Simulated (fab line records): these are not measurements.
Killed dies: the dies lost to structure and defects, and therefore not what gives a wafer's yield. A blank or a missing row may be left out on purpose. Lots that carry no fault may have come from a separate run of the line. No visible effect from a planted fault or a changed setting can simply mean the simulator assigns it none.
The same fault as seen by 2 desks    flow sky130    every desk sees just its own numbers, and what lay behind them comes last

METROLOGY DESK
What the gauges read for every lot (on any tool): the sampled wafers with a number, averaged. The brackets show how far a lot's mean lies from the usual mean; more than 4 standard deviations puts the lot out of limits, marked OUT.
Columns: A = METAL1_OVL at SKY_METAL1_OVL_MEAS_16, usual -2 nm
lot   first seen here  A
L796  day 32 12:55     -4
L799  day 33 18:28     -1
L797  day 33 19:30     -1
L798  day 33 19:37     -1
L800  day 34 05:56     -4
L802  day 34 16:13     -2
L803  day 34 17:46     -0
L804  day 35 09:17     -0
L813  day 38 17:25     -9
L815  day 38 19:40     -4
L818  day 40 09:34     -5
L817  day 40 10:40     -2
L819  day 40 12:34     -11
This desk found nothing out of limits on any of the 13 lots.

TOOL OWNER'S DESK, pvdSputter-01
The tool's own readings at SKY_CONTACT_SPUTTER_23 (material TiN, target thk 20 nm, time 80 s): means of the sampled wafers that have a number, for each lot that ran on this tool. The brackets show how far a lot's mean lies from the usual mean; more than 4 standard deviations puts the lot out of limits, marked OUT.
Columns: A = cathodeDcPowerW at SKY_CONTACT_SPUTTER_23, usual 4000.0 W; B = throttleValvePct at SKY_CONTACT_SPUTTER_23, usual 30.7 %
lot   first seen here  A                         B
L799  day 32 14:23     4000.0                    31.4
L797  day 32 16:06     4000.7                    31.5
L800  day 33 02:52     3999.7                    31.1
L802  day 33 12:17     4000.3                    31.4
L813  day 37 15:07     4293.3 (+99 or more) OUT  32.2
L815  day 37 16:56     4293.4 (+99 or more) OUT  31.1
This desk's verdict: out of limits on L813, L815, starting with L813 at day 37 15:07 (cathodeDcPowerW at SKY_CONTACT_SPUTTER_23). Within limits: L799, L797, L800, L802.

ALL TOGETHER
The tool owner's desk had the chance to raise an alarm at day 37 15:07 on L813, L815.
Nothing out of limits was seen by the metrology desk.
The metrology desk has L813, L815 on record, within its limits.
SKY_CONTACT_SPUTTER_23 was run on pvdSputter-01 by each of the lots named.

WHAT THE SIMULATOR HAD INSERTED
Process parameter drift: pvdSputter-01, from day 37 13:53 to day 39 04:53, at SKY_CONTACT_SPUTTER_23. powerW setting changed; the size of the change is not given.
Lots struck among those shown: L813, L815.
How many hours passed from the start of the fault until each desk's first out-of-limits reading: the tool owner's desk, 1.
